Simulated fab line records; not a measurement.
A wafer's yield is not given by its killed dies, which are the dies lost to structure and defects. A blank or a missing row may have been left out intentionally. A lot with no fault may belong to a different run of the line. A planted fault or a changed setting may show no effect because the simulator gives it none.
A single fault, viewed from 2 desks | flow gf180mcu | what lay behind the numbers comes last; until then each desk has only its own

AT THE METROLOGY DESK
What the gauges read for every lot (on any tool): the sampled wafers with a number, averaged. Any lot whose mean is over 4 standard deviations away from the usual mean is out of limits and marked OUT; that distance is given in the brackets.
Columns: A = V4_W_RS at GF_V4_RS_MEAS_24, usual 0.330 ohm/sq; B = V4_W_THK at GF_V4_THK_MEAS_25, usual 369 nm; C = MIM_CVD_05_THK at GF_MIM_THK_MEAS_06, usual 42.3 nm; D = MIM_ALCU_RS at GF_MIM_RS_MEAS_10, usual 0.1604 ohm/sq; E = MIM_ALCU_THK at GF_MIM_THK_MEAS_11, usual 204.1 nm; F = cd-nm at GF_M5_CD_MEAS_07, usual 280.3 nm; G = M5_OVL at GF_M5_OVL_MEAS_08, usual -2 nm
lot  | first seen here | A     | B   | C    | D      | E     | F     | G
L693 | day 26 18:56    | 0.330 | 367 | 42.0 | 0.1596 | 203.7 | 279.7 | -12
L694 | day 27 03:44    | 0.327 | 374 | 42.7 | 0.1605 | 203.3 | 281.0 | -1
L695 | day 27 07:41    | 0.329 | 372 | 42.9 | 0.1605 | 203.9 | 280.4 | 0
L709 | day 31 05:41    | 0.327 | 372 | 43.0 | 0.1598 | 206.0 | 280.6 | -3
L711 | day 31 19:38    | 0.326 | 365 | 42.7 | 0.1627 | 203.1 | 278.8 | -4
L712 | day 32 00:57    | 0.335 | 364 | 42.7 | 0.1602 | 206.3 | 282.1 | -1
Finding of this desk: none of the 6 lots has anything out of limits.

DESK OF THE TOOL OWNER: pvd-sputter-01
At GF_MIM_SPUTTER_09 (material TiN, target thk 35 nm, time 29.2 s) the tool's own readings: per lot run on this tool, the mean of the sampled wafers that have a number. Any lot whose mean is over 4 standard deviations away from the usual mean is out of limits and marked OUT; that distance is given in the brackets.
Columns: A = throttle-valve-pct at GF_MIM_SPUTTER_09, usual 30.1 %
lot  | first seen here | A
L693 | day 26 19:46    | 30.8
L695 | day 27 08:33    | 31.1
L712 | day 32 01:49    | 30.8
Finding of this desk: none of the 3 lots has anything out of limits.

BROUGHT TOGETHER
The metrology desk saw nothing out of limits.
The desk of the tool owner found nothing out of limits.

WHAT THE SIMULATOR PUT IN
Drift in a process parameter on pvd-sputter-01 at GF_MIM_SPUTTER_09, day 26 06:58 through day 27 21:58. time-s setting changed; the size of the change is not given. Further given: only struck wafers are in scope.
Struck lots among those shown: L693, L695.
